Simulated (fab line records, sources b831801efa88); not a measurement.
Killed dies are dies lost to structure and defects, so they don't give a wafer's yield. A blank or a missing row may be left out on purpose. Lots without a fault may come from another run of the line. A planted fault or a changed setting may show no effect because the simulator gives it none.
A struck lot beside a sound one | flow gf180mcu | 15 steps out of a route of 602
Sound: wafers L329.1, L329.2, L329.5. Struck: wafers L340.1, L340.6. (L340.2 of the same lot was not struck and is left out.) The cause comes at the end.
At each step with rows: each side's tool, then ch and its chambers, then its first start. Under that, the readings that differ: sound wafers | struck wafers | difference of the means | sigmas: that difference in standard deviations of wafers without a fault.
alike: readings whose means differ by less than 2 such deviations, and words and numbers that are the same on both sides. not compared: withheld readings, readings that some wafer has no value for, bounds like >300 that may hide the same value, and numbers for which the record gives no deviation and whose values overlap.
The two part at a step that has a row with sigmas, a row that says differs or no value, or rows on one side only. Numbers that don't overlap but have no deviation are shown without sigmas and don't part them. A reading that every wafer of one side lacks parts them only if that side has two wafers or more.

GF_V2_CD_MEAS_14: target cd 260 nm.
  sound on cd_sem-02, day 21 04:51; struck on cd_sem-02, day 24 20:25
  alike: cd_nm
GF_V2_OVL_MEAS_15:
  sound on overlay-02, day 21 04:58; struck on overlay-02, day 24 20:32
  alike: V2_OVL
GF_V2_ETCH_16: etches BARC in N2/H2.
  sound on rie_diel-01 ch 0,2, day 21 05:00; struck on rie_diel-03 ch 3, day 24 20:35
  alike: drypump_motor_current_A, oes_product_au, throttle_valve_pct
GF_V2_ETCH_17: etches SiO2 in C4F8/O2/Ar, stops on TiN, target depth 630 nm.
  sound on rie_diel-01 ch 0,2; struck on rie_diel-03 ch 3
  alike: oes_product_au
then, 3 steps without rows for these wafers: GF_V2_STRIP_18 (strips in O2/N2); GF_V2_STRIP_19 (strips in post etch residue remover, time 1200 s); GF_V2_CLEAN_20 (cleans in DIW).
GF_V2_SPUTTER_21: material Ti, target thk 15 nm, time 80.02 s.
  sound on pvd_sputter-01, day 21 05:40; struck on pvd_sputter-03, day 24 21:15
  alike: throttle_valve_pct
then, 1 step without rows for these wafers: GF_V2_SPUTTER_22 (material TiN, target thk 10 nm, time 40 s).
GF_V2_CVD_23: deposits W, target thk 350 nm, time 104.94 s.
  sound on cvd_w-01 ch 0,1, day 21 05:46; struck on cvd_w-02 ch 0,1, day 24 21:21
  alike: heater_power_w
GF_V2_RS_MEAS_24: measures by four-point-probe.
  sound on film_metro-01, day 21 05:53; struck on film_metro-04, day 24 21:28
  alike: V2_W_RS
GF_V2_THK_MEAS_25: measures by xrf.
  sound on film_metro-01, day 21 06:00; struck on film_metro-04, day 24 21:35
  alike: V2_W_THK
GF_V2_CMP_26: polishes, stops on SiO2, t overpolish 15 s, target thk 0 nm.
  sound on cmp-01 ch 0,1, day 21 06:04; struck on cmp-01 ch 2, day 24 21:38
  reading                | sound    | struck | difference | sigmas
  time_to_endpoint_s (s) | 85 80 83 | 50 49  | -33        | -8
  alike: head_pressure_psi, motor_current_A, overpolish_run_s
GF_M3_SPUTTER_00: material Ti, target thk 37.5 nm, time 150 s.
  sound on pvd_sputter-01, day 21 06:22; struck on pvd_sputter-02, day 24 21:56
  alike: throttle_valve_pct
GF_PASSIVATION_PROBE_99:
  the record has rows for the sound wafers here (prober-01, day 29 17:11) and none for the struck ones

WHERE THEY PART
First at GF_V2_CMP_26; last, within this record, at GF_PASSIVATION_PROBE_99.

WHY: what the simulator had put in
Process parameter drift: cmp-01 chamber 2, from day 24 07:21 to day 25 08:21, at GF_V2_CMP_26. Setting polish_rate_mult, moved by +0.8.
